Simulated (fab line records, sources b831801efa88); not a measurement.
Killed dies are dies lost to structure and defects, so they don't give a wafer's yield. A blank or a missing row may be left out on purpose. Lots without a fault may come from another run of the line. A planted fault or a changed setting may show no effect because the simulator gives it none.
fab line records | flow gf180mcu | part 1 of 2: steps 1 to 30 of 40
record lots=5 wafers=15 last_day=33
route steps=602 shown PSD@248 NSD@262 SAB@264 SALICIDE@278 CONTACT@287
lots that met no fault: from a run of the same line without faults
start_h: hours from the record's first day to the start of the lot's first wafer shown | wait_h: hours since the lot's step before | " the same as in the row above | L1.1+2: a row that stands for several wafers | - no value, or no start given | * or withheld: withheld | < > ~ a bound
route shown NAME@n: a module of which the file shows steps, and the number in the route of the first | usual: mean/standard deviation of fault-free wafers | same: alike in all rows | chamber/n: place in a boat | sites: the reading at each site | _std_site: their standard deviation | _edge_site: outer sites' mean less inner sites' | radius_mm: how far each site lies from the wafer's centre | mask NAME#n: copy n | behind: the tool/chamber that last shaped the wafer | hold: why the lot was held/for how many hours/how that ended | device: the transistor (n, p or np) that didn't switch | end of line: the same wafers' tests at the end of the route | a step without rows: its recipe alone | killed: dies lost to structure and defects at the first sort, not the wafer's yield | map: a wafer's dies, x killed, . not, _ none there
set.NAME: the setting as run; set.NAME@STEP: as run at that earlier step | model.NAME: the simulator's own value behind a step, which no gauge read
lots at some steps of the route; a table a step, a row a wafer
services: from which hour (start_h, from the record's first day; less than 0 if before it) a tool's chamber was out of use, for how many hours, and why
## steps
# step GF_PSD_DEHYDRATE_00
# recipe temp_c=200 time_s=60
# usual heater_power_total_W=160.38/0.12
# columns lot.wafer tool chamber start_h wait_h heater_power_total_W
L074.1 litho_track-04 0 318.96 10.3 160.50
L074.2 " 0 " " 160.38
L074.5 " 0 " " 160.46
L076.1 litho_track-03 0 331.87 9.3 160.17
L076.3 " 0 " " 160.37
L076.4 " 0 " " 160.48
L077.1 litho_track-04 0 338.46 10.1 160.19
L077.4 " 0 " " 160.43
L077.6 " 0 " " 160.38
L079.1 litho_track-04 0 344.91 10.4 160.33
L079.2 " 0 " " 160.23
L079.6 " 0 " " 160.22
L091.4 litho_track-03 0 449.54 12.0 160.14
L091.5 " 0 " " 160.18
L091.6 " 0 " " 160.38
# step GF_PSD_HMDS_01
# recipe prime_time_s=60 prime_temp_c=120
# columns lot.wafer tool chamber start_h wait_h
L074.1+2+5 litho_track-04 0 319.11 0.1
L076.1+3+4 litho_track-03 0 332.02 0.1
L077.1+4+6 litho_track-04 0 338.61 0.1
L079.1+2+6 litho_track-04 0 345.06 0.1
L091.4+5+6 litho_track-03 0 449.69 0.1
# step GF_PSD_COAT_02
# recipe resist=NOVOLAK spin_rpm=3000 resist_thk_nm=1000
# columns lot.wafer tool chamber start_h wait_h
L074.1+2+5 litho_track-04 0 319.26 0.1
L076.1+3+4 litho_track-03 0 332.17 0.1
L077.1+4+6 litho_track-04 0 338.76 0.1
L079.1+2+6 litho_track-04 0 345.21 0.1
L091.4+5+6 litho_track-03 0 449.84 0.1
# step GF_PSD_SOFTBAKE_03
# recipe temp_c=90 time_s=60 resist=NOVOLAK
# usual heater_power_total_W=56.60/0.045
# columns lot.wafer tool chamber start_h wait_h heater_power_total_W
L074.1 litho_track-04 0 319.41 0.1 56.61
L074.2 " 0 " " 56.55
L074.5 " 0 " " 56.60
L076.1 litho_track-03 0 332.32 0.1 56.56
L076.3 " 0 " " 56.62
L076.4 " 0 " " 56.52
L077.1 litho_track-04 0 338.91 0.1 56.62
L077.4 " 0 " " 56.61
L077.6 " 0 " " 56.63
L079.1 litho_track-04 0 345.36 0.1 56.60
L079.2 " 0 " " 56.55
L079.6 " 0 " " 56.59
L091.4 litho_track-03 0 449.99 0.1 56.52
L091.5 " 0 " " 56.63
L091.6 " 0 " " 56.64
# step GF_PSD_EXPOSE_04
# recipe mask_id=Pplus target_cd_nm=400 na=0.6 source_shape=conventional sigma_outer=0.6 dose_mj=140
# same na=0.6
# columns lot.wafer tool chamber start_h wait_h mask
L074.1+2+5 iline_stepper-01 0 - - Pplus#0
L076.1+3+4 iline_stepper-02 0 - - Pplus#0
L077.1+4+6 iline_stepper-02 0 - - Pplus#0
L079.1+2+6 iline_stepper-02 0 - - Pplus#0
L091.4+5+6 iline_stepper-02 0 - - Pplus#0
# step GF_PSD_PEB_05
# recipe temp_c=withheld time_s=* resist=NOVOLAK
# columns lot.wafer tool chamber start_h wait_h
L074.1+2+5 litho_track-03 0 - -
L076.1+3+4 litho_track-03 0 - -
L077.1+4+6 litho_track-04 0 - -
L079.1+2+6 litho_track-03 0 - -
L091.4+5+6 litho_track-04 0 - -
# step GF_PSD_DEVELOP_06
# recipe develop_time_s=60 dev_temp_c=23
# columns lot.wafer tool chamber start_h wait_h
L074.1+2+5 litho_track-03 0 329.77 0.1
L076.1+3+4 litho_track-03 0 342.87 0.1
L077.1+4+6 litho_track-04 0 349.16 0.1
L079.1+2+6 litho_track-03 0 356.32 0.1
L091.4+5+6 litho_track-04 0 462.33 0.1
# step GF_PSD_CD_MEAS_07
# recipe target_cd_nm=400
# usual cd_nm=400.1/2
# columns lot.wafer tool chamber start_h wait_h cd_nm
L074.1 cd_sem-02 - 329.92 0.1 399.4
L074.2 " - " " 400.6
L074.5 " - " " 402.3
L076.1 cd_sem-02 - 343.05 0.2 398.0
L076.3 " - " " 398.7
L076.4 " - " " 398.4
L077.1 cd_sem-01 - 349.31 0.1 400.0
L077.4 " - " " 401.1
L077.6 " - " " 400.5
L079.1 cd_sem-01 - 356.47 0.1 402.1
L079.2 " - " " 401.8
L079.6 " - " " 401.5
L091.4 cd_sem-02 - 462.47 0.1 402.9
L091.5 " - " " 402.7
L091.6 " - " " 402.1
# step GF_PSD_OVL_MEAS_08
# usual PSD_OVL=0.1/1.2
# columns lot.wafer tool chamber start_h wait_h PSD_OVL[nm]
L074.1 overlay-01 - 330.04 0.1 1.1
L074.2 " - " " 0.8
L074.5 " - " " 0.2
L076.1 overlay-01 - 343.17 0.1 0.0
L076.3 " - " " 0.2
L076.4 " - " " 0.3
L077.1 overlay-01 - 349.43 0.1 0.5
L077.4 " - " " -1.2
L077.6 " - " " -1.2
L079.1 overlay-01 - 356.59 0.1 -0.7
L079.2 " - " " -0.2
L079.6 " - " " -1.8
L091.4 overlay-01 - 462.55 0.1 -1.0
L091.5 " - " " 1.1
L091.6 " - " " -1.3
# step GF_PSD_IMPLANT_09
# recipe species=BF2 energy_kev=40 dose_cm2=1.5e+15 tilt_deg=7
# usual dose_ions_cm2=1.5e+15/1.5e+12
# same implant_ion_amu=49
# columns lot.wafer tool chamber start_h wait_h dose_ions_cm2
L074.1 implanter-04 0 330.08 0.0 1.4979e+15
L074.2 " 0 " " 1.5006e+15
L074.5 " 0 " " 1.5001e+15
L076.1 implanter-04 0 343.20 0.0 1.4994e+15
L076.3 " 0 " " 1.502e+15
L076.4 " 0 " " 1.5006e+15
L077.1 implanter-02 0 349.47 0.0 1.4999e+15
L077.4 " 0 " " 1.5027e+15
L077.6 " 0 " " 1.4979e+15
L079.1 implanter-02 0 356.63 0.0 1.5009e+15
L079.2 " 0 " " 1.5008e+15
L079.6 " 0 " " 1.5002e+15
L091.4 implanter-03 0 462.64 0.1 1.4994e+15
L091.5 " 0 " " 1.5015e+15
L091.6 " 0 " " 1.5023e+15
# step GF_PSD_STRIP_10
# recipe chemistry=O2/N2 power_w=1400 pressure_mtorr=1500 platen_temp_c=250 o2_flow_sccm=3000 n2_flow_sccm=300 overash_fraction=0.5
# usual drypump_motor_current_A=5.6/0.61 heater_power_w=346/22 oes_product_au=0.592/0.0049 strip_time_to_endpoint_s=16.51/0.032
# columns lot.wafer tool chamber start_h wait_h drypump_motor_current_A heater_power_w oes_product_au rf_hours_counter_h strip_time_to_endpoint_s
L074.1 plasma_asher-02 0 330.23 0.1 5.1 350 0.598 69 16.52
L074.2 " 1 " " 4.6 346 0.592 69 16.51
L074.5 " 1 " " 4.7 347 0.584 - 16.49
L076.1 plasma_asher-04 1 343.35 0.1 6.5 343 0.600 70 16.57
L076.3 " 1 " " 6.4 340 0.586 - 16.58
L076.4 " 0 " " 5.5 325 0.597 - 16.58
L077.1 plasma_asher-01 1 349.62 0.1 5.1 388 0.594 49 16.50
L077.4 " 0 " " 6.1 340 0.585 - 16.50
L077.6 " 0 " " 6.1 336 0.596 - 16.52
L079.1 plasma_asher-04 1 356.78 0.1 6.4 347 0.592 72 16.52
L079.2 " 0 " " 5.5 327 0.593 72 16.55
L079.6 " 0 " " 5.5 340 0.587 - 16.54
L091.4 plasma_asher-04 1 462.75 0.1 6.4 332 0.592 - 16.55
L091.5 " 0 " " 5.5 316 0.587 - 16.52
L091.6 " 1 " " 6.4 325 0.594 - 16.54
# step GF_PSD_TW_MEAS_11
# usual PSD_TW=3212/40
# columns lot.wafer tool chamber start_h wait_h PSD_TW
L074.1 film_metro-03 - 330.33 0.1 3183
L074.2 " - " " 3193
L074.5 " - " " 3194
L076.1 film_metro-03 - 343.45 0.1 3171
L076.3 " - " " 3173
L076.4 " - " " 3160
L077.1 film_metro-04 - 349.72 0.1 3246
L077.4 " - " " 3234
L077.6 " - " " 3233
L079.1 film_metro-04 - 356.88 0.1 3240
L079.2 " - " " 3233
L079.6 " - " " 3234
L091.4 film_metro-04 - 462.85 0.1 3255
L091.5 " - " " 3259
L091.6 " - " " 3270
# step GF_PSD_CLEAN_12
# recipe chemistry=SC1/SC2 mix=1:4:20 temp_c=70 time_s=150 dry=n2_spin
# usual bath_guard_temp_C=70.2/0.48
# columns lot.wafer tool chamber start_h wait_h bath_guard_temp_C
L074.1 wet_bench-02 2 330.39 0.1 70.6
L074.2 " 2 " " 70.5
L074.5 " 2 " " 70.3
L076.1 wet_bench-03 3 343.54 0.1 70.4
L076.3 " 3 " " 70.2
L076.4 " 3 " " 70.5
L077.1 wet_bench-03 3 349.78 0.1 70.5
L077.4 " 3 " " 70.5
L077.6 " 3 " " 70.5
L079.1 wet_bench-03 0 356.94 0.1 70.1
L079.2 " 0 " " 70.3
L079.6 " 0 " " 70.2
L091.4 wet_bench-02 1 462.88 0.0 69.8
L091.5 " 1 " " 70.0
L091.6 " 1 " " 69.8
# step GF_PSD_RTA_13
# recipe temp_c=1025 time_s=20 ambient=N2
# usual lamp_power_pct=29/3.9 wafer_temp_C_max=1030.4/1.3
# columns lot.wafer tool chamber start_h wait_h lamp_power_pct wafer_temp_C_max
L074.1 rtp_anneal-02 0 330.44 0.0 33 1030.2
L074.2 " 0 " " 33 1030.4
L074.5 " 0 " " 33 1032.9
L076.1 rtp_anneal-01 0 343.59 0.0 26 1030.5
L076.3 " 0 " " 26 1030.5
L076.4 " 0 " " 26 1031.0
L077.1 rtp_anneal-01 0 349.83 0.0 26 1029.7
L077.4 " 0 " " 26 1029.8
L077.6 " 0 " " 26 1029.6
L079.1 rtp_anneal-02 0 356.99 0.0 34 1032.6
L079.2 " 0 " " 33 1030.6
L079.6 " 0 " " 34 1030.8
L091.4 rtp_anneal-01 0 462.97 0.0 26 1031.0
L091.5 " 0 " " 26 1029.5
L091.6 " 0 " " 26 1029.1
# step GF_PSD_RS_MEAS_14
# recipe thk_meas_gauge=four-point-probe
# usual NSD_RS=46.08/0.081
# columns lot.wafer tool chamber start_h wait_h NSD_RS[ohm/sq]
L074.1 film_metro-02 - 330.52 0.1 46.08
L074.2 " - " " 45.99
L074.5 " - " " 45.93
L076.1 film_metro-02 - 343.67 0.1 46.01
L076.3 " - " " 45.99
L076.4 " - " " 46.01
L077.1 film_metro-03 - 349.91 0.1 46.01
L077.4 " - " " 46.08
L077.6 " - " " 45.98
L079.1 film_metro-04 - 357.07 0.1 46.19
L079.2 " - " " 46.03
L079.6 " - " " 46.02
L091.4 film_metro-03 - 463.07 0.1 46.17
L091.5 " - " " 46.25
L091.6 " - " " 46.25
# step GF_PSD_RS_MEAS_15
# recipe thk_meas_gauge=four-point-probe
# usual PSD_RS=108.45/0.25
# columns lot.wafer tool chamber start_h wait_h PSD_RS[ohm/sq]
L074.1 film_metro-02 - 330.64 0.1 108.81
L074.2 " - " " 108.35
L074.5 " - " " 108.21
L076.1 film_metro-02 - 343.79 0.1 108.12
L076.3 " - " " 108.45
L076.4 " - " " 108.26
L077.1 film_metro-03 - 350.03 0.1 108.25
L077.4 " - " " 108.16
L077.6 " - " " 108.04
L079.1 film_metro-04 - 357.19 0.1 108.35
L079.2 " - " " 108.57
L079.6 " - " " 108.76
L091.4 film_metro-03 - 463.19 0.1 108.45
L091.5 " - " " 108.53
L091.6 " - " " 108.74
# step GF_SAB_CVD_00
# recipe material=SiO2 target_thk_nm=50 precursor=TEOS temp_c=400 time_s=4.9302 rf_w=600
# usual heater_power_w=672/110
# columns lot.wafer tool chamber start_h wait_h heater_power_w
L074.1 pecvd-03 0 330.76 0.1 907
L074.2 " 1 " " 628
L074.5 " 2 " " 647
L076.1 pecvd-04 2 343.91 0.1 629
L076.3 " 0 " " 599
L076.4 " 1 " " 636
L077.1 pecvd-02 2 350.15 0.1 713
L077.4 " 0 " " 532
L077.6 " 0 " " 538
L079.1 pecvd-03 1 357.31 0.1 644
L079.2 " 2 " " 747
L079.6 " 2 " " 583
L091.4 pecvd-03 0 463.26 0.0 902
L091.5 " 1 " " 579
L091.6 " 2 " " 600
# step GF_SAB_THK_MEAS_01
# recipe reads=SiO2_of_SAB_CVD_00
# usual SAB_CVD_00_THK=50.1/0.6
# columns lot.wafer tool chamber start_h wait_h SAB_CVD_00_THK[nm]
L074.1 film_metro-03 - 330.78 0.0 50.0
L074.2 " - " " 49.8
L074.5 " - " " 50.6
L076.1 film_metro-01 - 343.93 0.0 50.3
L076.3 " - " " 50.1
L076.4 " - " " 51.1
L077.1 film_metro-02 - 350.18 0.0 50.1
L077.4 " - " " 50.5
L077.6 " - " " 50.9
L079.1 film_metro-03 - 357.33 0.0 49.8
L079.2 " - " " 49.9
L079.6 " - " " 50.8
L091.4 film_metro-03 - 463.30 0.0 50.9
L091.5 " - " " 50.9
L091.6 " - " " 51.2
# step GF_SAB_DEHYDRATE_02
# recipe temp_c=200 time_s=60
# usual heater_power_total_W=160.38/0.13
# columns lot.wafer tool chamber start_h wait_h heater_power_total_W
L074.1 litho_track-01 0 341.19 10.4 160.33
L074.2 " 0 " " 160.41
L074.5 " 0 " " 160.56
L076.1 litho_track-01 0 353.64 9.7 160.27
L076.3 " 0 " " 160.59
L076.4 " 0 " " 160.49
L077.1 litho_track-04 0 360.61 10.4 160.31
L077.4 " 0 " " 160.40
L077.6 " 0 " " 160.27
L079.1 litho_track-02 0 367.93 10.6 160.26
L079.2 " 0 " " 160.12
L079.6 " 0 " " 160.55
L091.4 litho_track-04 0 474.78 11.5 160.37
L091.5 " 0 " " 160.37
L091.6 " 0 " " 160.35
# step GF_SAB_HMDS_03
# recipe prime_time_s=60 prime_temp_c=120
# columns lot.wafer tool chamber start_h wait_h
L074.1+2+5 litho_track-01 0 341.34 0.1
L076.1+3+4 litho_track-01 0 353.79 0.1
L077.1+4+6 litho_track-04 0 360.76 0.1
L079.1+2+6 litho_track-02 0 368.08 0.1
L091.4+5+6 litho_track-04 0 474.93 0.1
# step GF_SAB_COAT_04
# recipe resist=NOVOLAK spin_rpm=3000 resist_thk_nm=1000
# columns lot.wafer tool chamber start_h wait_h
L074.1+2+5 litho_track-01 0 341.49 0.1
L076.1+3+4 litho_track-01 0 353.94 0.1
L077.1+4+6 litho_track-04 0 360.91 0.1
L079.1+2+6 litho_track-02 0 368.23 0.1
L091.4+5+6 litho_track-04 0 475.08 0.1
# step GF_SAB_SOFTBAKE_05
# recipe temp_c=90 time_s=60 resist=NOVOLAK
# usual heater_power_total_W=56.59/0.05
# columns lot.wafer tool chamber start_h wait_h heater_power_total_W
L074.1 litho_track-01 0 341.64 0.1 56.60
L074.2 " 0 " " 56.57
L074.5 " 0 " " 56.76
L076.1 litho_track-01 0 354.09 0.1 56.65
L076.3 " 0 " " 56.61
L076.4 " 0 " " 56.47
L077.1 litho_track-04 0 361.06 0.1 56.54
L077.4 " 0 " " 56.60
L077.6 " 0 " " 56.60
L079.1 litho_track-02 0 368.38 0.1 56.57
L079.2 " 0 " " 56.56
L079.6 " 0 " " 56.63
L091.4 litho_track-04 0 475.23 0.1 56.59
L091.5 " 0 " " 56.56
L091.6 " 0 " " 56.63
# step GF_SAB_EXPOSE_06
# recipe mask_id=SAB target_cd_nm=420 na=0.6 source_shape=conventional sigma_outer=0.6 dose_mj=140
# same na=0.6
# columns lot.wafer tool chamber start_h wait_h mask
L074.1+2+5 iline_stepper-01 0 - - SAB#0
L076.1+3+4 iline_stepper-01 0 - - SAB#0
L077.1+4+6 iline_stepper-01 0 - - SAB#0
L079.1+2+6 iline_stepper-01 0 - - SAB#0
L091.4+5+6 iline_stepper-01 0 - - SAB#0
# step GF_SAB_PEB_07
# recipe temp_c=withheld time_s=* resist=NOVOLAK
# columns lot.wafer tool chamber start_h wait_h
L074.1+2+5 litho_track-01 0 - -
L076.1+3+4 litho_track-04 0 - -
L077.1+4+6 litho_track-01 0 - -
L079.1+2+6 litho_track-04 0 - -
L091.4+5+6 litho_track-01 0 - -
# step GF_SAB_DEVELOP_08
# recipe develop_time_s=60 dev_temp_c=23
# columns lot.wafer tool chamber start_h wait_h
L074.1+2+5 litho_track-01 0 352.24 0.1
L076.1+3+4 litho_track-04 0 364.61 0.1
L077.1+4+6 litho_track-01 0 371.74 0.1
L079.1+2+6 litho_track-04 0 379.06 0.1
L091.4+5+6 litho_track-01 0 487.17 0.1
# step GF_SAB_CD_MEAS_09
# recipe target_cd_nm=420
# usual cd_nm=420.8/2.4
# columns lot.wafer tool chamber start_h wait_h cd_nm
L074.1 cd_sem-01 - 352.39 0.1 418.6
L074.2 " - " " 420.3
L074.5 " - " " 421.5
L076.1 cd_sem-02 - 364.76 0.1 424.4
L076.3 " - " " 420.9
L076.4 " - " " 420.9
L077.1 cd_sem-02 - 371.89 0.1 418.9
L077.4 " - " " 418.5
L077.6 " - " " 417.5
L079.1 cd_sem-02 - 379.21 0.1 419.9
L079.2 " - " " 418.4
L079.6 " - " " 419.0
L091.4 cd_sem-01 - 487.30 0.1 422.6
L091.5 " - " " 423.0
L091.6 " - " " 421.3
# step GF_SAB_OVL_MEAS_10
# usual SAB_OVL=-0.6/1.4
# columns lot.wafer tool chamber start_h wait_h SAB_OVL[nm]
L074.1 overlay-01 - 352.51 0.1 -0.8
L074.2 " - " " -1.2
L074.5 " - " " -2.9
L076.1 overlay-02 - 364.88 0.1 -1.1
L076.3 " - " " -0.1
L076.4 " - " " -2.3
L077.1 overlay-02 - 372.01 0.1 -1.0
L077.4 " - " " -0.4
L077.6 " - " " -1.1
L079.1 overlay-02 - 379.33 0.1 0.1
L079.2 " - " " 1.0
L079.6 " - " " -0.2
L091.4 overlay-01 - 487.38 0.1 -2.5
L091.5 " - " " -1.6
L091.6 " - " " -1.1
# step GF_SAB_ETCH_11
# recipe chemistry=C4F8/O2/Ar mask_material=NOVOLAK target=SiO2 target_depth_nm=55 source_w=1500 bias_w=1200 pressure_mtorr=40 c4f8_flow_sccm=withheld O2_flow_sccm=6 Ar_flow_sccm=300 time_s=8.5
# usual oes_product_au=1.002/0.0079
# columns lot.wafer tool chamber start_h wait_h oes_product_au rf_hours_counter_h
L074.1 rie_diel-01 0 352.55 0.0 0.996 48
L074.2 " 1 " " 0.992 16
L074.5 " 1 " " 0.990 -
L076.1 rie_diel-04 0 364.92 0.0 1.011 38
L076.3 " 3 " " 1.004 72
L076.4 " 2 " " 0.991 20
L077.1 rie_diel-02 2 372.05 0.0 1.007 1
L077.4 " 3 " " 0.990 71
L077.6 " 3 " " 0.994 -
L079.1 rie_diel-02 3 379.37 0.0 0.992 71
L079.2 " 1 " " 1.001 11
L079.6 " 3 " " 0.985 -
L091.4 rie_diel-01 0 487.40 0.0 1.008 51
L091.5 " 1 " " 1.005 -
L091.6 " 2 " " 0.995 -
# step GF_SAB_WET_ETCH_12
# recipe chemistry=dHF target_depth_nm=22 dry=n2_spin target=SiO2 temp_c=25 dilution=100:1 time_s=440
# columns lot.wafer tool chamber start_h wait_h
L074.1+2+5 wet_bench-03 2 352.57 0.0
L076.1+3+4 wet_bench-01 0 364.94 0.0
L077.1+4+6 wet_bench-01 3 372.07 0.0
L079.1+2+6 wet_bench-04 1 379.40 0.0
L091.4+5+6 wet_bench-03 2 487.42 0.0
# step GF_SAB_STRIP_13
# recipe chemistry=O2/N2 power_w=1400 pressure_mtorr=1500 platen_temp_c=250 o2_flow_sccm=3000 n2_flow_sccm=300 overash_fraction=0.5
# usual drypump_motor_current_A=5.5/0.63 heater_power_w=335/15 oes_product_au=0.710/0.0047 strip_time_to_endpoint_s=12.60/0.033
# columns lot.wafer tool chamber start_h wait_h drypump_motor_current_A heater_power_w oes_product_au rf_hours_counter_h strip_time_to_endpoint_s
L074.1 plasma_asher-02 0 352.70 0.0 5.1 344 0.709 71 12.60
L074.2 " 1 " " 4.7 348 0.704 71 12.62
L074.5 " 0 " " 5.1 344 0.707 - 12.60
L076.1 plasma_asher-02 1 365.08 0.0 4.7 337 0.708 73 12.57
L076.3 " 1 " " 4.6 343 0.712 - 12.59
L076.4 " 0 " " 5.1 357 0.718 - 12.59
L077.1 plasma_asher-03 0 372.23 0.0 6.2 314 0.718 27 12.56
L077.4 " 0 " " 6.2 309 0.708 - 12.55
L077.6 " 1 " " 5.5 322 0.708 - 12.57
L079.1 plasma_asher-03 0 379.54 0.0 6.2 315 0.711 28 12.59
L079.2 " 1 " " 5.5 330 0.715 28 12.62
L079.6 " 1 " " 5.5 325 0.712 - 12.57
L091.4 plasma_asher-04 1 487.58 0.0 6.4 328 0.708 - 12.58
L091.5 " 1 " " 6.4 338 0.705 - 12.60
L091.6 " 0 " " 5.5 330 0.701 - 12.59
